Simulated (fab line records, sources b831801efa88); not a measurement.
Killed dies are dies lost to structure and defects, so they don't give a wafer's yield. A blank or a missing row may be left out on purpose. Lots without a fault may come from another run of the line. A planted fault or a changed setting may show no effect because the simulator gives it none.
Problem report in the 8D (eight disciplines) form, filled by code | flow gf180mcu | the parts of the form that need people (team, actions taken, sign-off) are left out

1. THE PROBLEM
LVPWELL_RS at GF_VT_IMPLANT_RS_MEAS_48 reads a mean of 1242.9 ohm/sq on 2 wafers of 2 lots; wafers without a fault read 1195.6 ohm/sq with a standard deviation of 2.8. That is +17 standard deviations from the usual mean.
The step: measures by four-point-probe.
First seen on wafer L639.6, day 13 01:16, on film_metro-01. The record holds 40 wafers of 14 lots with a number at this step. Rule for "out", or "out of limits": more than 4 standard deviations from the usual mean. The other wafers with a number count as sound.

2. WHAT IT IS AND WHAT IT IS NOT
question                    | is                           | is not
which readings at this step | LVPWELL_RS                   | -
which lots                  | L639, L642                   | L622, L623, L624, L625, L627, L628, L629, L630, L631, L632, L633, L636
which wafers of those lots  | L639.6, L642.3               | L639.5, L642.4
read on which gauges        | film_metro-01, film_metro-04 | film_metro-03
when                        | from day 13 01:16            | up to then (37 sound wafers); but 1 sound wafer of L642 came after

3. SUSPECTS, AND WHAT RULES EACH OUT
Counting: a tool at a process step up to the reading stays a suspect if it ran every lot that is out. Sound lots after the first of them don't rule it out here, since some wafers of a struck lot are sound.
- the gauge at GF_VT_IMPLANT_RS_MEAS_48: ruled out. The wafers that are out were read on 2 gauges (film_metro-01, film_metro-04).
- implanter-04 at GF_LVPWELL_IMPLANT_08: kept. It ran every lot that is out, first L639 (day 8 08:29); its last sound lot up to then is L633 (day 6 22:44).
Left after counting: implanter-04 at GF_LVPWELL_IMPLANT_08.

4. THE CAUSE (what the simulator had put in)
Process parameter drift: implanter-04, from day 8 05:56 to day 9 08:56, at GF_LVPWELL_IMPLANT_08. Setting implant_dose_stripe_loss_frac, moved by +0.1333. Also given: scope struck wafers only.
Counting left only this tool.

5. THE CHAIN OF EFFECTS, in route order
Each row: a reading whose mean over the struck wafers that have a number lies more than 3 standard deviations from the usual. Only readings for which the record gives a usual standard deviation are gone through. hours: the time from each lot's start at the first step in this table that gives one to its start at this step, as a median over the lots. sigmas: the change in usual standard deviations.
hours | step                     | reading    | usual         | on struck wafers | change | sigmas
0     | GF_VT_IMPLANT_RS_MEAS_48 | LVPWELL_RS | 1195.6 ohm/sq | 1242.9           | +47.3  | +17
Later measuring or inspecting steps at which every struck wafer that the step has a row for has a number for every such reading, and none has moved that far: GF_SAB_OVL_MEAS_10.

6. WHAT WOULD HAVE CAUGHT IT SOONER
In this record the first reading out of limits at a measuring or inspecting step was taken at day 13 01:16, 115 hours after the fault began at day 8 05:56.
Of the tool readings at GF_LVPWELL_IMPLANT_08 for which the record gives a usual standard deviation, none was out on any struck wafer, so an alarm limit of 4 standard deviations on them would not have fired.
All the lots that are out (2) had begun GF_LVPWELL_IMPLANT_08 on implanter-04 by day 13 01:16. A hold on the tool at that time would have spared none of them.
